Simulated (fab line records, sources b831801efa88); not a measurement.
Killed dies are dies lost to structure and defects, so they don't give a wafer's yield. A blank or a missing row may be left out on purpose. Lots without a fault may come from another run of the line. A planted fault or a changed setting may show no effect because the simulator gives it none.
One fault seen from 2 desks | flow sky130 | each desk has only its own numbers; what lay behind them comes last

THE TOOL OWNER'S DESK: krf_scanner-02
The tool's own readings at SKY_METAL2_EXPOSE_12 (exposes mask MM2, target cd 140 nm): means of the sampled wafers that have a number, for each lot that ran on this tool. A lot is out of limits, marked OUT, if its mean lies more than 4 standard deviations from the usual mean; the brackets give that distance.
Columns: A = exposure_dose_mJ_cm2 at SKY_METAL2_EXPOSE_12, usual 27.99
lot  | first seen here | A
L261 | day 34 07:36    | 27.97
L262 | day 34 14:41    | 27.99
L266 | day 36 03:03    | 27.94
L271 | day 37 19:27    | 27.32 (-15) OUT
L272 | day 37 20:45    | 27.29 (-16) OUT
This desk's finding: out of limits on L271, L272; first on L271, day 37 19:27 (exposure_dose_mJ_cm2 at SKY_METAL2_EXPOSE_12). In limits: L261, L262, L266.

THE METROLOGY DESK
What the gauges read, lot by lot, whatever tool the lot ran on: means of the sampled wafers that have a number. A lot is out of limits, marked OUT, if its mean lies more than 4 standard deviations from the usual mean; the brackets give that distance.
Columns: A = cd_nm at SKY_METAL1_CD_MEAS_15, usual 140.0 nm
lot  | first seen here | A
L261 | day 32 12:23    | 140.9
L262 | day 32 20:08    | 139.8
L263 | day 32 22:43    | 139.6
L265 | day 33 17:15    | 137.9
L266 | day 34 07:49    | 140.6
L269 | day 35 01:17    | 138.6
L271 | day 36 00:30    | 139.8
L272 | day 36 02:02    | 138.6
L276 | day 37 09:56    | 139.7
L277 | day 37 16:23    | 138.9
L278 | day 38 00:10    | 141.5
L282 | day 40 08:08    | 138.9
This desk's finding: nothing out of limits on any of the 12 lots.

PUT TOGETHER
The tool owner's desk could have raised an alarm at day 37 19:27, on L271, L272.
The metrology desk saw nothing out of limits.
The metrology desk has L271, L272 on record, within its limits.
Of the lots named, all ran SKY_METAL2_EXPOSE_12 on krf_scanner-02.

WHAT THE SIMULATOR HAD PUT IN
Process parameter drift: krf_scanner-02, from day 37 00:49 on, at SKY_METAL2_EXPOSE_12. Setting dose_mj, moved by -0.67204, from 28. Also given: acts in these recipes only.
Lots struck among those shown: L271, L272.
Hours from the fault's start to each desk's first reading out of limits: the tool owner's desk, 19.
